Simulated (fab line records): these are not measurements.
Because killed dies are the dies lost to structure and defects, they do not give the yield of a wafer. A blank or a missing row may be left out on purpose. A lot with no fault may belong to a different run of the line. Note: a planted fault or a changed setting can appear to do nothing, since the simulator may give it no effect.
One fault seen from 2 desks | flow sky130 | every desk sees just its own numbers, and what lay behind them comes last

AT THE TOOL OWNER'S DESK: implanter-04
The tool's own readings at SKY_SD_P_IMPLANT_09: means of the sampled wafers that have a number, for each lot that ran on this tool. Any lot whose mean is over 4 standard deviations away from the usual mean is out of limits and marked OUT; that distance is given in the brackets.
Columns: A = beam on s at SKY_SD_P_IMPLANT_09, usual 15.0 s; B = dose ions cm2 at SKY_SD_P_IMPLANT_09, usual 2.9997e+15; C = faraday current uA at SKY_SD_P_IMPLANT_09, usual 11025; D = tilt deg at SKY_SD_P_IMPLANT_09, usual 0.001 degrees
lot  | first seen here | A    | B                            | C     | D
L856 | day 27 06:58    | 16.6 | 2.9993e+15                   | 9936  | 0.008
L861 | day 28 15:11    | 16.2 | 2.9991e+15                   | 10211 | 0.013
L866 | day 30 14:49    | 16.6 | 2.9960e+15                   | 9944  | 0.018
L867 | day 30 15:52    | 12.8 | 2.3254e+15 (-99 or more) OUT | 10003 | 0.018
L868 | day 30 17:34    | 12.7 | 2.3206e+15 (-99 or more) OUT | 10054 | 0.004
Finding of this desk: L867, L868 out of limits; the first was L867 at day 30 15:52, on dose ions cm2 at SKY_SD_P_IMPLANT_09. L856, L861, L866: within limits.

THE METROLOGY DESK
Means of the sampled wafers that have a number, per lot and without regard to the tool the lot ran on: this is what the gauges read. Any lot whose mean is over 4 standard deviations away from the usual mean is out of limits and marked OUT; that distance is given in the brackets.
Columns: A = SD_P_TW at SKY_SD_P_TW_MEAS_11, usual 2808; B = SD_P_RS at SKY_SD_N_RS_MEAS_17, usual 147.1 ohm/sq
lot  | first seen here | A    | B
L857 | day 27 06:53    | 2817 | 146.9
L856 | day 27 07:12    | 2767 | 147.3
L859 | day 27 18:56    | 2768 | 147.6
L861 | day 28 15:26    | 2827 | 147.2
L864 | day 29 08:38    | 2834 | 147.7
L866 | day 30 15:02    | 2828 | 147.1
L867 | day 30 16:06    | 2703 | 150.9 (+9.7) OUT
L868 | day 30 17:47    | 2707 | 150.9 (+9.7) OUT
L872 | day 31 23:17    | 2762 | 146.9
L873 | day 32 12:37    | 2771 | 147.3
L874 | day 33 09:07    | 2843 | 146.9
L875 | day 33 10:31    | 2849 | 147.7
L876 | day 33 12:18    | 2847 | 146.7
This desk's finding: out of limits on L867, L868; first on L867, day 32 22:44 (SD_P_RS at SKY_SD_N_RS_MEAS_17). L857, L856, L859, L861, L864, L866, L872, L873, L874, L875, L876: within limits.

ALL TOGETHER
An alarm could have come from the tool owner's desk at day 30 15:52, on L867, L868.
On L867, L868, the metrology desk was in a position to raise an alarm at day 32 22:44.
On implanter-04, each named lot ran SKY_SD_P_IMPLANT_09.

WHAT THE SIMULATOR HAD PUT IN
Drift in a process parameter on implanter-04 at SKY_SD_P_IMPLANT_09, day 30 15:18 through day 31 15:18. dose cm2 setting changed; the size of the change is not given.
Shown lots that were struck: L867, L868.
Counting hours from when the fault started, the first reading out of limits came at 1 for the tool owner's desk and at 55 for the metrology desk.
